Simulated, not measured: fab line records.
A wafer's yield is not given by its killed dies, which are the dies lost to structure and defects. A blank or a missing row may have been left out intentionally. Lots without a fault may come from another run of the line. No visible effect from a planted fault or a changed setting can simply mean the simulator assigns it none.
fab line records ; flow sky130
record lots=5; wafers=15; last_day=49
route steps=708 shown PASSIVATION@684 PAD_OPEN@694
lots with no fault: from the same line, run without faults
start_h: hours from the record's opening day to when the first of the lot's shown wafers began ; wait_h: hours since the lot's step before ; " as in the row above ; L1.1+2: one row covering several wafers at once ; - no value, or no start given ; * or withheld: withheld ; < > ~ a bound
route shown NAME@n: NAME is a module with steps in the file, n the number in the route of the first one ; usual: mean/standard deviation of fault-free wafers ; same: alike in all rows ; chamber/n: place in a boat ; sites: readings site by site ; _std_site: how widely they spread, as a standard deviation ; _edge_site: inner sites' mean taken away from outer sites' mean ; radius_mm: for every site, how far away it sits from the centre of the wafer ; mask NAME#n: copy n ; behind: the tool/chamber that last shaped the wafer ; hold: cause of the lot's hold/its duration in hours/its outcome ; device: names the non-switching transistor (n, p or np) ; end of line: at the end of the route, the tests of the same wafers ; a step without rows: its recipe alone ; killed: at the first sort, the dies lost to defects and structure; wafer yield is something else ; map: per-die view of a wafer (x killed, . not killed, _ where there is no die)
set.NAME: the run value of the setting; set.NAME@STEP: its run value at that earlier step ; model.NAME: the simulator's own value behind a step, which no gauge read
lots at selected steps of the route; one table per step, one row per wafer
services: when a tool's chamber went out of use (start_h, in hours from the record's first day, below 0 if earlier), for how many hours, and the reason
## steps
# step SKY_PASSIVATION_THK_MEAS_03
# recipe reads=Si3N4_of_PASSIVATION_CVD_02
# usual PASSIVATION_CVD_02_THK=537/6.7
lot.wafer;tool;chamber;start_h;wait_h;PASSIVATION_CVD_02_THK[nm]
L082.1;film_metro-02;-;1089.38;-;520
L082.2;film_metro-02;-;1089.38;-;530
L082.5;film_metro-02;-;1089.38;-;544
L083.2;film_metro-02;-;1090.35;-;524
L083.3;film_metro-02;-;1090.35;-;531
L083.6;film_metro-02;-;1090.35;-;532
L085.3;film_metro-02;-;1104.85;-;539
L085.4;film_metro-02;-;1104.85;-;535
L085.5;film_metro-02;-;1104.85;-;534
L088.1;film_metro-02;-;1117.13;-;538
L088.4;film_metro-02;-;1117.13;-;548
L088.5;film_metro-02;-;1117.13;-;547
L094.1;film_metro-04;-;1147.05;-;528
L094.4;film_metro-04;-;1147.05;-;537
L094.5;film_metro-04;-;1147.05;-;541
# step SKY_PASSIVATION_DEHYDRATE_04
# recipe temp_c=200; time_s=60
# same time_s=60
lot.wafer;tool;chamber;start_h;wait_h
L082.1+2+5;litho_track-02;0;1098.96;9.6
L083.2+3+6;litho_track-03;0;1100.22;9.9
L085.3+4+5;litho_track-02;0;1113.86;9.0
L088.1+4+5;litho_track-02;0;1126.21;9.1
L094.1+4+5;litho_track-04;0;1155.43;8.4
# step SKY_PASSIVATION_HMDS_05
# recipe prime_time_s=60; prime_temp_c=120
lot.wafer;tool;chamber;start_h;wait_h
L082.1+2+5;litho_track-02;0;1099.11;0.1
L083.2+3+6;litho_track-03;0;1100.37;0.1
L085.3+4+5;litho_track-02;0;1114.01;0.1
L088.1+4+5;litho_track-02;0;1126.36;0.1
L094.1+4+5;litho_track-04;0;1155.58;0.1
# step SKY_PASSIVATION_COAT_06
# recipe spin_rpm=2049; resist_thk_nm=3000
# usual dispense_pressure_kPa=52.7/0.57
lot.wafer;tool;chamber;start_h;wait_h;dispense_pressure_kPa
L082.1;litho_track-02;0;1099.26;0.1;52.1
L082.2;litho_track-02;0;1099.26;0.1;52.1
L082.5;litho_track-02;0;1099.26;0.1;52.1
L083.2;litho_track-03;0;1100.52;0.1;53.6
L083.3;litho_track-03;0;1100.52;0.1;53.5
L083.6;litho_track-03;0;1100.52;0.1;53.6
L085.3;litho_track-02;0;1114.16;0.1;52.1
L085.4;litho_track-02;0;1114.16;0.1;52.2
L085.5;litho_track-02;0;1114.16;0.1;52.1
L088.1;litho_track-02;0;1126.51;0.1;52.1
L088.4;litho_track-02;0;1126.51;0.1;52.1
L088.5;litho_track-02;0;1126.51;0.1;52.1
L094.1;litho_track-04;0;1155.73;0.1;52.9
L094.4;litho_track-04;0;1155.73;0.1;52.9
L094.5;litho_track-04;0;1155.73;0.1;52.9
# step SKY_PASSIVATION_SOFTBAKE_07
# recipe temp_c=110; time_s=withheld
lot.wafer;tool;chamber;start_h;wait_h
L082.1+2+5;litho_track-02;0;1099.41;0.1
L083.2+3+6;litho_track-03;0;1100.68;0.1
L085.3+4+5;litho_track-02;0;1114.32;0.1
L088.1+4+5;litho_track-02;0;1126.66;0.1
L094.1+4+5;litho_track-04;0;1155.88;0.1
# step SKY_PASSIVATION_EXPOSE_08
# recipe mask_id=NSM; target_cd_nm=3000; na=0.57; dose_mj=260
# usual stage_vel_mm_s=499.99/0.23
lot.wafer;tool;chamber;start_h;wait_h;mask;stage_vel_mm_s
L082.1;iline_stepper-01;0;-;-;NSM#0;499.85
L082.2;iline_stepper-01;0;-;-;NSM#0;500.06
L082.5;iline_stepper-01;0;-;-;NSM#0;499.78
L083.2;iline_stepper-02;0;-;-;NSM#0;500.59
L083.3;iline_stepper-02;0;-;-;NSM#0;500.44
L083.6;iline_stepper-02;0;-;-;NSM#0;500.06
L085.3;iline_stepper-02;0;-;-;NSM#0;499.85
L085.4;iline_stepper-02;0;-;-;NSM#0;499.84
L085.5;iline_stepper-02;0;-;-;NSM#0;499.71
L088.1;iline_stepper-01;0;-;-;NSM#0;500.09
L088.4;iline_stepper-01;0;-;-;NSM#0;499.82
L088.5;iline_stepper-01;0;-;-;NSM#0;499.94
L094.1;iline_stepper-02;0;-;-;NSM#0;499.76
L094.4;iline_stepper-02;0;-;-;NSM#0;499.58
L094.5;iline_stepper-02;0;-;-;NSM#0;500.17
# step SKY_PASSIVATION_PEB_09
# recipe temp_c=115; time_s=withheld
lot.wafer;tool;chamber;start_h;wait_h
L082.1+2+5;litho_track-04;0;-;-
L083.2+3+6;litho_track-03;0;-;-
L085.3+4+5;litho_track-03;0;-;-
L088.1+4+5;litho_track-03;0;-;-
L094.1+4+5;litho_track-03;0;-;-
# step SKY_PASSIVATION_DEVELOP_10
# recipe develop_time_s=60; dev_temp_c=23
lot.wafer;tool;chamber;start_h;wait_h
L082.1+2+5;litho_track-04;0;-;-
L083.2+3+6;litho_track-03;0;-;-
L085.3+4+5;litho_track-03;0;-;-
L088.1+4+5;litho_track-03;0;-;-
L094.1+4+5;litho_track-03;0;-;-
# step SKY_PASSIVATION_ETCH_11
# recipe chemistry=CF4/O2; target_depth_nm=725; stop_on=AlCu; source_w=800; bias_w=150; pressure_mtorr=150; cf4_flow_sccm=80; O2_flow_sccm=10; time_s=161.1
# usual cf4_flow_sccm=80.01/0.23; drypump_motor_current_A=5.7/0.46; oes_product_au=0.974/0.0073; throttle_valve_pct=5.962/0.0096
# same time_s=161.1
lot.wafer;tool;chamber;start_h;wait_h;cf4_flow_sccm;drypump_motor_current_A;oes_product_au;rf_hours_counter_h;throttle_valve_pct
L082.1;rie_diel-04;3;1109.78;-;79.53;5.0;0.957;10;5.956
L082.2;rie_diel-04;1;1109.78;-;80.10;5.5;0.977;16;5.948
L082.5;rie_diel-04;2;1109.78;-;80.05;5.7;0.982;-;5.968
L083.2;rie_diel-01;0;1110.64;-;80.30;5.8;0.966;10;5.941
L083.3;rie_diel-01;2;1110.64;-;80.12;6.3;0.971;8;5.949
L083.6;rie_diel-01;3;1110.64;-;80.07;5.6;0.966;-;5.968
L085.3;rie_diel-03;0;1124.19;-;79.99;5.3;0.974;19;5.964
L085.4;rie_diel-03;3;1124.19;-;79.96;5.1;0.979;14;5.963
L085.5;rie_diel-03;2;1124.19;-;79.87;6.1;0.982;-;5.976
L088.1;rie_diel-03;0;1136.94;-;80.26;5.3;0.972;20;5.951
L088.4;rie_diel-03;0;1136.94;-;80.54;5.3;0.978;-;5.975
L088.5;rie_diel-03;3;1136.94;-;80.07;5.1;0.979;-;5.956
L094.1;rie_diel-01;0;1164.59;-;80.30;5.8;0.978;11;5.950
L094.4;rie_diel-01;2;1164.59;-;79.87;6.3;0.980;-;5.963
L094.5;rie_diel-01;3;1164.59;-;80.13;5.7;0.974;-;5.946
# step SKY_PASSIVATION_STRIP_12
# recipe chemistry=O2/N2; power_w=1400; pressure_mtorr=1500; platen_temp_c=withheld; overash_fraction=0.7; o2_flow_sccm=3000; n2_flow_sccm=300
# usual drypump_motor_current_A=5.8/0.6; oes_product_au=0.661/0.0044; strip_time_to_endpoint_s=31.20/0.16
lot.wafer;tool;chamber;start_h;wait_h;drypump_motor_current_A;oes_product_au;rf_hours_counter_h;strip_time_to_endpoint_s
L082.1;plasma_asher-04;0;1109.88;0.1;6.4;0.665;5;31.32
L082.2;plasma_asher-04;1;1109.88;0.1;6.2;0.665;5;31.26
L082.5;plasma_asher-04;1;1109.88;0.1;6.2;0.664;-;31.48
L083.2;plasma_asher-03;0;1110.75;0.1;5.5;0.666;62;31.22
L083.3;plasma_asher-03;0;1110.75;0.1;5.5;0.661;-;31.08
L083.6;plasma_asher-03;1;1110.75;0.1;5.9;0.661;-;31.47
L085.3;plasma_asher-02;0;1124.33;0.1;6.1;0.667;-;31.35
L085.4;plasma_asher-02;1;1124.33;0.1;4.8;0.651;-;31.18
L085.5;plasma_asher-02;1;1124.33;0.1;4.7;0.657;-;31.20
L088.1;plasma_asher-02;0;1137.05;0.1;6.1;0.664;40;31.41
L088.4;plasma_asher-02;1;1137.05;0.1;4.8;0.665;-;31.36
L088.5;plasma_asher-02;0;1137.05;0.1;6.1;0.658;-;31.40
L094.1;plasma_asher-03;1;1164.70;0.1;5.8;0.662;67;31.02
L094.4;plasma_asher-03;1;1164.70;0.1;5.8;0.666;-;30.99
L094.5;plasma_asher-03;0;1164.70;0.1;5.5;0.652;-;31.25
# step SKY_PAD_OPEN_DEHYDRATE_00
# recipe temp_c=200; time_s=60
# same time_s=60
lot.wafer;tool;chamber;start_h;wait_h
L082.1+2+5;litho_track-01;0;1118.92;9.0
L083.2+3+6;litho_track-04;0;1120.15;9.4
L085.3+4+5;litho_track-01;0;1133.57;9.2
L088.1+4+5;litho_track-04;0;1146.18;9.1
L094.1+4+5;litho_track-01;0;1172.52;7.8
# step SKY_PAD_OPEN_HMDS_01
# recipe prime_time_s=60; prime_temp_c=120
lot.wafer;tool;chamber;start_h;wait_h
L082.1+2+5;litho_track-01;0;1119.07;0.1
L083.2+3+6;litho_track-04;0;1120.30;0.1
L085.3+4+5;litho_track-01;0;1133.72;0.1
L088.1+4+5;litho_track-04;0;1146.33;0.1
L094.1+4+5;litho_track-01;0;1172.67;0.1
# step SKY_PAD_OPEN_COAT_02
# recipe spin_rpm=2000; resist_thk_nm=3000
# usual dispense_pressure_kPa=49/3.2
lot.wafer;tool;chamber;start_h;wait_h;dispense_pressure_kPa
L082.1;litho_track-01;0;1119.22;0.1;47
L082.2;litho_track-01;0;1119.22;0.1;47
L082.5;litho_track-01;0;1119.22;0.1;47
L083.2;litho_track-04;0;1120.45;0.1;53
L083.3;litho_track-04;0;1120.45;0.1;53
L083.6;litho_track-04;0;1120.45;0.1;53
L085.3;litho_track-01;0;1133.87;0.1;47
L085.4;litho_track-01;0;1133.87;0.1;47
L085.5;litho_track-01;0;1133.87;0.1;47
L088.1;litho_track-04;0;1146.48;0.1;53
L088.4;litho_track-04;0;1146.48;0.1;53
L088.5;litho_track-04;0;1146.48;0.1;53
L094.1;litho_track-01;0;1172.82;0.1;47
L094.4;litho_track-01;0;1172.82;0.1;47
L094.5;litho_track-01;0;1172.82;0.1;47
# step SKY_PAD_OPEN_SOFTBAKE_03
# recipe temp_c=110; time_s=withheld
lot.wafer;tool;chamber;start_h;wait_h
L082.1+2+5;litho_track-01;0;1119.37;0.1
L083.2+3+6;litho_track-04;0;1120.61;0.1
L085.3+4+5;litho_track-01;0;1134.03;0.1
L088.1+4+5;litho_track-04;0;1146.63;0.1
L094.1+4+5;litho_track-01;0;1172.97;0.1
# step SKY_PAD_OPEN_EXPOSE_04
# recipe mask_id=PDM; target_cd_nm=60000; na=0.57; dose_mj=260
# usual stage_vel_mm_s=500.00/0.25
lot.wafer;tool;chamber;start_h;wait_h;mask;stage_vel_mm_s
L082.1;iline_stepper-02;0;-;-;PDM#0;500.14
L082.2;iline_stepper-02;0;-;-;PDM#0;499.91
L082.5;iline_stepper-02;0;-;-;PDM#0;500.37
L083.2;iline_stepper-02;0;-;-;PDM#0;499.63
L083.3;iline_stepper-02;0;-;-;PDM#0;499.33
L083.6;iline_stepper-02;0;-;-;PDM#0;499.91
L085.3;iline_stepper-02;0;-;-;PDM#0;499.75
L085.4;iline_stepper-02;0;-;-;PDM#0;499.85
L085.5;iline_stepper-02;0;-;-;PDM#0;500.18
L088.1;iline_stepper-02;0;-;-;PDM#0;499.96
L088.4;iline_stepper-02;0;-;-;PDM#0;499.80
L088.5;iline_stepper-02;0;-;-;PDM#0;499.60
L094.1;iline_stepper-01;0;-;-;PDM#0;499.91
L094.4;iline_stepper-01;0;-;-;PDM#0;500.05
L094.5;iline_stepper-01;0;-;-;PDM#0;500.25
# step SKY_PAD_OPEN_PEB_05
# recipe temp_c=115; time_s=withheld
lot.wafer;tool;chamber;start_h;wait_h
L082.1+2+5;litho_track-03;0;-;-
L083.2+3+6;litho_track-04;0;-;-
L085.3+4+5;litho_track-03;0;-;-
L088.1+4+5;litho_track-01;0;-;-
L094.1+4+5;litho_track-03;0;-;-
# step SKY_PAD_OPEN_DEVELOP_06
# recipe develop_time_s=62.92; dev_temp_c=23
lot.wafer;tool;chamber;start_h;wait_h
L082.1+2+5;litho_track-03;0;-;-
L083.2+3+6;litho_track-04;0;-;-
L085.3+4+5;litho_track-03;0;-;-
L088.1+4+5;litho_track-01;0;-;-
L094.1+4+5;litho_track-03;0;-;-
# step SKY_PAD_OPEN_ETCH_07
# recipe chemistry=CF4/O2; target_depth_nm=725; stop_on=AlCu; source_w=800; bias_w=150; pressure_mtorr=150; cf4_flow_sccm=80; O2_flow_sccm=10; time_s=161.1
# usual cf4_flow_sccm=80.03/0.25; drypump_motor_current_A=5.5/0.45; oes_product_au=0.974/0.0072; throttle_valve_pct=5.963/0.0096
# same time_s=161.1
lot.wafer;tool;chamber;start_h;wait_h;cf4_flow_sccm;drypump_motor_current_A;oes_product_au;rf_hours_counter_h;throttle_valve_pct
L082.1;rie_diel-03;1;1129.04;-;80.40;6.2;0.960;29;5.964
L082.2;rie_diel-03;2;1129.04;-;80.39;6.1;0.972;28;5.978
L082.5;rie_diel-03;1;1129.04;-;80.39;6.2;0.985;-;5.960
L083.2;rie_diel-03;3;1130.33;-;80.18;5.1;0.962;14;5.952
L083.3;rie_diel-03;2;1130.33;-;80.19;6.1;0.968;28;5.965
L083.6;rie_diel-03;2;1130.33;-;79.91;6.1;0.981;-;5.961
L085.3;rie_diel-03;3;1143.29;-;79.74;5.1;0.972;15;5.960
L085.4;rie_diel-03;0;1143.29;-;79.86;5.3;0.970;21;5.962
L085.5;rie_diel-03;1;1143.29;-;80.33;6.2;0.977;-;5.980
L088.1;rie_diel-03;3;1155.47;-;79.90;5.1;0.978;16;5.959
L088.4;rie_diel-03;2;1155.47;-;79.77;6.0;0.983;28;5.975
L088.5;rie_diel-03;3;1155.47;-;80.07;5.1;0.976;-;5.948
L094.1;rie_diel-03;0;1181.24;-;79.95;5.3;0.964;22;5.949
L094.4;rie_diel-03;2;1181.24;-;80.36;6.1;0.969;30;5.964
L094.5;rie_diel-03;2;1181.24;-;79.88;6.1;0.986;-;5.968
# step SKY_PAD_OPEN_STRIP_08
# recipe chemistry=O2/N2; power_w=1400; pressure_mtorr=1500; platen_temp_c=withheld; overash_fraction=0.7; o2_flow_sccm=3000; n2_flow_sccm=300
# usual drypump_motor_current_A=5.9/0.64; oes_product_au=0.663/0.0041; strip_time_to_endpoint_s=37.08/0.11
lot.wafer;tool;chamber;start_h;wait_h;drypump_motor_current_A;oes_product_au;rf_hours_counter_h;strip_time_to_endpoint_s
L082.1;plasma_asher-04;1;1129.15;0.1;6.2;0.663;7;37.03
L082.2;plasma_asher-04;0;1129.15;0.1;6.4;0.663;7;36.95
L082.5;plasma_asher-04;1;1129.15;0.1;6.2;0.652;-;37.08
L083.2;plasma_asher-02;0;1130.43;0.1;6.1;0.665;39;37.02
L083.3;plasma_asher-02;0;1130.43;0.1;6.1;0.662;-;36.99
L083.6;plasma_asher-02;0;1130.43;0.1;6.0;0.664;-;37.02
L085.3;plasma_asher-02;1;1143.43;0.1;4.7;0.665;-;37.27
L085.4;plasma_asher-02;0;1143.43;0.1;6.1;0.665;-;37.04
L085.5;plasma_asher-02;0;1143.43;0.1;6.1;0.672;-;37.12
L088.1;plasma_asher-04;0;1155.57;0.1;6.4;0.662;9;37.02
L088.4;plasma_asher-04;0;1155.57;0.1;6.4;0.663;-;36.95
L088.5;plasma_asher-04;1;1155.57;0.1;6.2;0.661;-;36.91
L094.1;plasma_asher-04;0;1181.35;0.1;6.4;0.663;12;37.13
L094.4;plasma_asher-04;0;1181.35;0.1;6.4;0.664;-;37.11
L094.5;plasma_asher-04;1;1181.35;0.1;6.2;0.663;-;36.98
# step SKY_PAD_OPEN_STRIP_09
# recipe chemistry=post_etch_residue_remover; time_s=1200; temp_c=72.5
# usual bath_heat_duty_pct=14.7/1.3
# same time_s=1200
lot.wafer;tool;chamber;start_h;wait_h;bath_heat_duty_pct
L082.1;wet_bench-01;1;1129.25;0.1;13.5
L082.2;wet_bench-01;1;1129.25;0.1;13.5
L082.5;wet_bench-01;1;1129.25;0.1;14.6
L083.2;wet_bench-01;1;1130.53;0.1;14.3
L083.3;wet_bench-01;1;1130.53;0.1;13.4
L083.6;wet_bench-01;1;1130.53;0.1;13.3
L085.3;wet_bench-01;3;1143.50;0.0;13.9
L085.4;wet_bench-01;3;1143.50;0.0;14.4
L085.5;wet_bench-01;3;1143.50;0.0;14.9
L088.1;wet_bench-04;1;1155.67;0.1;17.0
L088.4;wet_bench-04;1;1155.67;0.1;15.4
L088.5;wet_bench-04;1;1155.67;0.1;15.8
L094.1;wet_bench-04;1;1181.45;0.1;16.5
L094.4;wet_bench-04;1;1181.45;0.1;15.5
L094.5;wet_bench-04;1;1181.45;0.1;16.7
# step SKY_PAD_OPEN_CLEAN_10
# recipe chemistry=IPA; time_s=180; temp_c=25
# usual bath_heat_duty_pct=6.2/0.72
# same time_s=180
lot.wafer;tool;chamber;start_h;wait_h;bath_heat_duty_pct
L082.1;wet_bench-02;0;1129.62;0.0;6.5
L082.2;wet_bench-02;0;1129.62;0.0;6.2
L082.5;wet_bench-02;0;1129.62;0.0;5.8
L083.2;wet_bench-02;0;1130.91;0.0;5.7
L083.3;wet_bench-02;0;1130.91;0.0;6.7
L083.6;wet_bench-02;0;1130.91;0.0;5.9
L085.3;wet_bench-02;2;1143.84;0.0;6.5
L085.4;wet_bench-02;2;1143.84;0.0;7.2
L085.5;wet_bench-02;2;1143.84;0.0;6.8
L088.1;wet_bench-02;0;1156.01;0.0;6.5
L088.4;wet_bench-02;0;1156.01;0.0;6.1
L088.5;wet_bench-02;0;1156.01;0.0;6.7
L094.1;wet_bench-01;2;1181.79;0.0;6.2
L094.4;wet_bench-01;2;1181.79;0.0;5.5
L094.5;wet_bench-01;2;1181.79;0.0;5.5
# step SKY_PAD_OPEN_CLEAN_11
# recipe chemistry=O3/DIW; dry=n2_spin
lot.wafer;tool;chamber;start_h;wait_h
L082.1+2+5;wet_bench-04;3;1129.68;0.0
L083.2+3+6;wet_bench-04;3;1130.96;0.0
L085.3+4+5;wet_bench-01;0;1143.90;0.0
L088.1+4+5;wet_bench-01;3;1156.08;0.0
L094.1+4+5;wet_bench-02;2;1181.85;0.0
# step SKY_PAD_OPEN_ANNEAL_12
# recipe temp_c=400; time_s=withheld; ambient=N2/H2; idle_temp_c=300; ramp_up_c_per_min=8; ramp_down_c_per_min=4
# usual ramp_up_c_per_min=7.9998/0.0016
lot.wafer;tool;chamber;start_h;wait_h;ramp_up_c_per_min
L082.1;furnace-02;0;1129.79;0.0;7.9973
L082.2;furnace-02;0;1129.79;0.0;8.0017
L082.5;furnace-02;0;1129.79;0.0;7.9980
L083.2;furnace-01;0;1131.06;0.0;7.9995
L083.3;furnace-01;0;1131.06;0.0;8.0026
L083.6;furnace-01;0;1131.06;0.0;7.9986
L085.3;furnace-01;0;1143.99;0.0;7.9983
L085.4;furnace-01;0;1143.99;0.0;7.9995
L085.5;furnace-01;0;1143.99;0.0;7.9985
L088.1;furnace-02;0;1156.18;0.0;8.0012
L088.4;furnace-02;0;1156.18;0.0;7.9973
L088.5;furnace-02;0;1156.18;0.0;7.9985
L094.1;furnace-02;0;1181.94;0.0;7.9973
L094.4;furnace-02;0;1181.94;0.0;7.9984
L094.5;furnace-02;0;1181.94;0.0;7.9991
# step SKY_PAD_OPEN_BOW_MEAS_13
# recipe mode=bow
# usual PAD_OPEN_BOW=48/10
lot.wafer;tool;chamber;start_h;wait_h;PAD_OPEN_BOW[um]
L082.1;film_metro-02;-;1131.29;-;66
L082.2;film_metro-02;-;1131.29;-;36
L082.5;film_metro-02;-;1131.29;-;48
L083.2;film_metro-03;-;1132.58;-;46
L083.3;film_metro-03;-;1132.58;-;49
L083.6;film_metro-03;-;1132.58;-;40
L085.3;film_metro-04;-;1145.53;-;49
L085.4;film_metro-04;-;1145.53;-;38
L085.5;film_metro-04;-;1145.53;-;46
L088.1;film_metro-04;-;1157.68;-;56
L088.4;film_metro-04;-;1157.68;-;50
L088.5;film_metro-04;-;1157.68;-;58
L094.1;film_metro-03;-;1183.44;-;73
L094.4;film_metro-03;-;1183.44;-;70
L094.5;film_metro-03;-;1183.44;-;62
# step SKY_PAD_OPEN_PROBE_99
# usual defect_limited_yield=82.4/2; killed_at_M0_to_M3=43/6.6; killed_at_M4_up=3.0/1.7; killed_at_contacts=24/5.4; killed_at_front_end=16/4.6; killed_at_other=0.3/0.53; killed_dies=87/9.7; killed_open=47/7.3; killed_short=39/6.5; sort_bin_3_pad_short=0.9/0.41; sort_bin_5_function=10.4/1.4; sort_bin_6_memory=6.3/1.2; sort_n_pass=405/9.7; sort_yield_pct=82.4/2
# same gross_dies=492; killed_at_back_side=0; sort_bin_4_leakage[%]=0; sort_bin_8_speed[%]=0
lot.wafer;tool;chamber;start_h;wait_h;defect_limited_yield[%];killed_at_M0_to_M3;killed_at_M4_up;killed_at_contacts;killed_at_front_end;killed_at_other;killed_dies;killed_open;killed_short;sort_bin_3_pad_short[%];sort_bin_5_function[%];sort_bin_6_memory[%];sort_n_pass;sort_yield_pct[%]
L082.1;prober-02;-;1131.41;0.1;85.2;34;5;23;11;0;73;35;38;0.2;9.6;5.1;419;85.2
L082.2;prober-02;-;1131.46;0.1;79.7;54;4;20;22;0;100;53;47;1.2;12.2;6.9;392;79.7
L082.5;prober-02;-;1131.61;0.2;81.9;45;1;23;20;0;89;56;33;1.4;10.8;5.9;403;81.9
L083.2;prober-01;-;1132.73;0.1;83.7;40;3;22;15;0;80;41;39;1.2;8.5;6.5;412;83.7
L083.3;prober-01;-;1132.78;0.2;83.1;44;3;21;15;0;83;47;36;1.4;9.8;5.7;409;83.1
L083.6;prober-01;-;1132.93;0.2;82.7;32;4;25;23;1;85;48;37;1.0;10.4;5.9;407;82.7
L088.4;prober-02;-;1157.95;0.2;81.9;44;3;30;12;0;89;41;47;0.4;9.8;7.9;403;81.9
# killed by level:class
L082.1 VIA1:geometric_particle:open=11 CONTACT:geometric_particle:open=10 METAL1:geometric_particle:short=6 VIA1:geometric_particle:short=6 FIELD_ISO:geometric_particle:short=4 LI_CONTACT:geometric_particle:open=4 CONTACT:geometric_particle:short=4 METAL4:geometric_particle:short=4
L082.2 VIA1:geometric_particle:open=18 VIA1:geometric_particle:short=8 VIA3:geometric_particle:open=7 POLY_GATE:geometric_particle:open=6 METAL3:geometric_particle:short=6 POLY_GATE:geometric_particle:short=5 CONTACT:geometric_particle:short=5 CONTACT:geometric_particle:open=5
L082.5 CONTACT:geometric_particle:open=11 VIA1:geometric_particle:open=11 VIA3:geometric_particle:open=10 METAL1:geometric_particle:short=8 LOCAL_INTERCONNECT:geometric_particle:short=6 VIA2:geometric_particle:open=6 FIELD_ISO:geometric_particle:open=5 LI_CONTACT:geometric_particle:open=5
L083.2 VIA1:geometric_particle:open=10 CONTACT:geometric_particle:short=7 CONTACT:geometric_particle:open=7 METAL1:geometric_particle:short=7 FIELD_ISO:geometric_particle:short=6 VIA3:geometric_particle:open=5 POLY_GATE:geometric_particle:open=4 FIELD_ISO:geometric_particle:open=3
L083.3 VIA1:geometric_particle:open=13 LI_CONTACT:geometric_particle:open=8 VIA3:geometric_particle:open=8 CONTACT:geometric_particle:short=6 FIELD_ISO:geometric_particle:open=5 VIA1:geometric_particle:short=5 METAL2:geometric_particle:short=5 VIA2:geometric_particle:open=4
L083.6 VIA1:geometric_particle:open=10 FIELD_ISO:geometric_particle:open=7 POLY_GATE:geometric_particle:open=7 LI_CONTACT:geometric_particle:open=7 CONTACT:geometric_particle:open=6 CONTACT:geometric_particle:short=6 FIELD_ISO:geometric_particle:short=4 LOCAL_INTERCONNECT:geometric_particle:short=4
L088.4 CONTACT:geometric_particle:open=11 METAL2:geometric_particle:short=9 VIA1:geometric_particle:open=9 CONTACT:geometric_particle:short=8 VIA2:geometric_particle:short=7 VIA3:geometric_particle:open=5 LI_CONTACT:geometric_particle:open=4 LOCAL_INTERCONNECT:geometric_particle:short=4
## services
tool;chamber;start_h;hours;kind
furnace-02;-;1100.89;3.9;pm
rie_diel-04;-;1102.46;1.2;repair
plasma_asher-04;-;1102.90;0.6;repair
rie_diel-04;3;1103.02;2.6;repair
furnace-02;-;1104.81;4.0;pm
iline_stepper-02;-;1114.97;1.7;pm
iline_stepper-01;0;1115.30;-;calibration
rie_diel-03;2;1133.58;9.2;repair
rie_diel-03;3;1139.52;2.4;repair
furnace-01;-;1139.87;2.9;repair
plasma_asher-04;-;1139.99;2.8;pm
rie_diel-03;1;1151.79;2.6;repair
rie_diel-01;1;1164.40;4.4;repair
rie_diel-03;3;1165.88;5.7;repair
iline_stepper-02;-;1166.34;1.0;repair
iline_stepper-02;-;1175.34;2.3;repair
## key
fault none
